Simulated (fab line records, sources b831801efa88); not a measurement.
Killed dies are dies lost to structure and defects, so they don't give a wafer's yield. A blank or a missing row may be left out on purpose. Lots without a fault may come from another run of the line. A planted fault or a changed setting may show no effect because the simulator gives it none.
Split-lot experiment | flow sfq_line | 5 lots, 27 wafers read, on a route of 325 steps

THE SPLIT
At SFQ_TRILAYER_M5_BARC_OPEN_METAL_ETCH_161 (etches BARC in O2, target depth 125 nm, time 41.7 s), the setting time_s was moved away from the recipe's 41.7 s on 9 of the 27 wafers read, by -29.0% to +59.9%. The other wafers ran this setting at the recipe's value.

The file shows no step between the split and the reading.

THE READING
KrF_of_TRILAYER_M5_LITHO_COAT_123.thk_nm (the simulator's own value, which no gauge read), in nm, at SFQ_TRILAYER_M5_ETCH_METAL_ETCH_126 (etches Nb in Cl2/BCl3, stops on SiO2, time 203.2 s, target depth 265 nm). The file gives no usual value for it. The 18 wafers here that ran the recipe average 367.3 nm, standard deviation 3.4 nm.

wafer  | tool, chamber at the split | time_s as run, s | against the recipe | KrF_of_TRILAYER_M5_LITHO_COAT_123.thk_nm, nm | against lot-mates on the recipe
L074.1 | rie_metal-03, 1            | 41.7             | recipe             | 367.9                                        | -
L074.2 | rie_metal-03, 0            | 41.7             | recipe             | 362.9                                        | -
L074.3 | rie_metal-03, 0            | 41.7             | recipe             | 359.6                                        | -
L074.4 | rie_metal-03, 1            | 51.13            | +22.6%             | 357.4                                        | -6.1
L074.5 | rie_metal-03, 1            | 51.13            | +22.6%             | 355.8                                        | -7.7
L074.6 | rie_metal-03, 0            | 51.13            | +22.6%             | 350                                          | -13.5
L075.1 | rie_metal-02, 0            | 41.7             | recipe             | 367.7                                        | -
L075.2 | rie_metal-02, 1            | 41.7             | recipe             | 369.8                                        | -
L075.3 | rie_metal-02, 1            | 41.7             | recipe             | 367.6                                        | -
L075.4 | rie_metal-02, 0            | 41.7             | recipe             | 370.3                                        | -
L075.5 | rie_metal-02, 1            | 41.7             | recipe             | 368.5                                        | -
L075.6 | rie_metal-02, 0            | 41.7             | recipe             | 365.7                                        | -
L081.3 | rie_metal-03, 0            | 41.7             | recipe             | 366.4                                        | -
L081.4 | rie_metal-03, 1            | 41.7             | recipe             | 374.5                                        | -
L081.5 | rie_metal-03, 1            | 41.7             | recipe             | 372.7                                        | -
L083.1 | rie_metal-02, 1            | 41.7             | recipe             | 363.4                                        | -
L083.2 | rie_metal-02, 0            | 41.7             | recipe             | 363.8                                        | -
L083.3 | rie_metal-02, 0            | 41.7             | recipe             | 366.4                                        | -
L083.4 | rie_metal-02, 1            | 66.69            | +59.9%             | 333.3                                        | -31.2
L083.5 | rie_metal-02, 1            | 66.69            | +59.9%             | 331.9                                        | -32.6
L083.6 | rie_metal-02, 0            | 66.69            | +59.9%             | 330.2                                        | -34.3
L084.1 | rie_metal-04, 1            | 41.7             | recipe             | 367.7                                        | -
L084.2 | rie_metal-04, 0            | 41.7             | recipe             | 366.6                                        | -
L084.3 | rie_metal-04, 0            | 41.7             | recipe             | 369.1                                        | -
L084.4 | rie_metal-04, 1            | 29.59            | -29.0%             | 379.6                                        | +11.8
L084.5 | rie_metal-04, 1            | 29.59            | -29.0%             | 382.6                                        | +14.8
L084.6 | rie_metal-04, 0            | 29.59            | -29.0%             | 383.7                                        | +15.9

THE FIT
A straight line over all 27 wafers: KrF_of_TRILAYER_M5_LITHO_COAT_123.thk_nm changes by -0.571 nm for each +1% of time_s; r = -0.97; the points scatter about the line by 3.3 nm.
The same after taking each lot's own level away (the mean of its wafers on the recipe; 27 wafers): -0.522 nm for each +1%; r = -0.98; scatter 2.6 nm.
On that fit, the largest move of time_s shifts the reading by 31 nm.
The lots' own levels span 363.47 to 371.20 nm, that is 2.3 times the standard deviation above.
So the lot-to-lot level changes the slope little: the two slopes agree.
Check: with one of the wafers moved furthest among these (+59.9%) left out of the fit, the line predicts -31.2 nm for it against its lot-mates. It came out at -31.2 nm against them.
Tool readings at the split's step, against how far the setting was moved: oes_product_au r = -0.79.

OTHER SPLITS ON THESE WAFERS
These wafers also went through other splits before the reading. Each is held against what the fit with the lots' levels taken away leaves over:
other split on the same wafers                    | wafers away from the commonest value | r with KrF_of_TRILAYER_M5_LITHO_COAT_123.thk_nm (lot level and that fit taken away)
SFQ_TRILAYER_INCOMING_OXIDATION_002 ox_time_s     | 21                                   | -0.22
SFQ_TRILAYER_L0_ETCH_METAL_ETCH_008 time_s        | 6                                    | -0.01
SFQ_TRILAYER_M0_ETCH_METAL_ETCH_024 time_s        | 6                                    | +0.13
SFQ_TRILAYER_M1_BARC_OPEN_METAL_ETCH_054 time_s   | 6                                    | +0.35
SFQ_TRILAYER_M3_BARC_OPEN_METAL_ETCH_100 time_s   | 6                                    | +0.09
SFQ_TRILAYER_I3_VIA_BARC_OPEN_VIA_ETCH_121 time_s | 6                                    | +0.04
SFQ_TRILAYER_JJ_TRILAYER_DEP_SPUTTER_109 time_s   | 6                                    | -0.09

THE WHOLE CHAIN: every reading that the file lists as answering this split, in the file's order
step                                     | what it does                                                            | reading                                                                                   | change (the file's fit)                                                              | r (the file's)
SFQ_TRILAYER_M5_BARC_OPEN_METAL_ETCH_161 | etches BARC in O2, target depth 125 nm, time 41.7 s                     | oes_product_au                                                                            | not straight: 0.810 at the lowest setting, 0.684 at the recipe, 0.636 at the highest | not given
SFQ_TRILAYER_M5_BARC_OPEN_METAL_ETCH_161 | etches BARC in O2, target depth 125 nm, time 41.7 s                     | KrF_of_TRILAYER_M5_LITHO_COAT_123.thk_nm (the simulator's own value, which no gauge read) | -0.533 nm for each +1% of the setting                                                | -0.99
SFQ_TRILAYER_M5_ETCH_METAL_ETCH_126      | etches Nb in Cl2/BCl3, stops on SiO2, time 203.2 s, target depth 265 nm | KrF_of_TRILAYER_M5_LITHO_COAT_123.thk_nm (the simulator's own value, which no gauge read) | -0.521 nm for each +1% of the setting                                                | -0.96

THE FILE'S OWN FIT
KrF_of_TRILAYER_M5_LITHO_COAT_123.thk_nm changes by -0.521 nm for each +1% of time_s, r = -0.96.
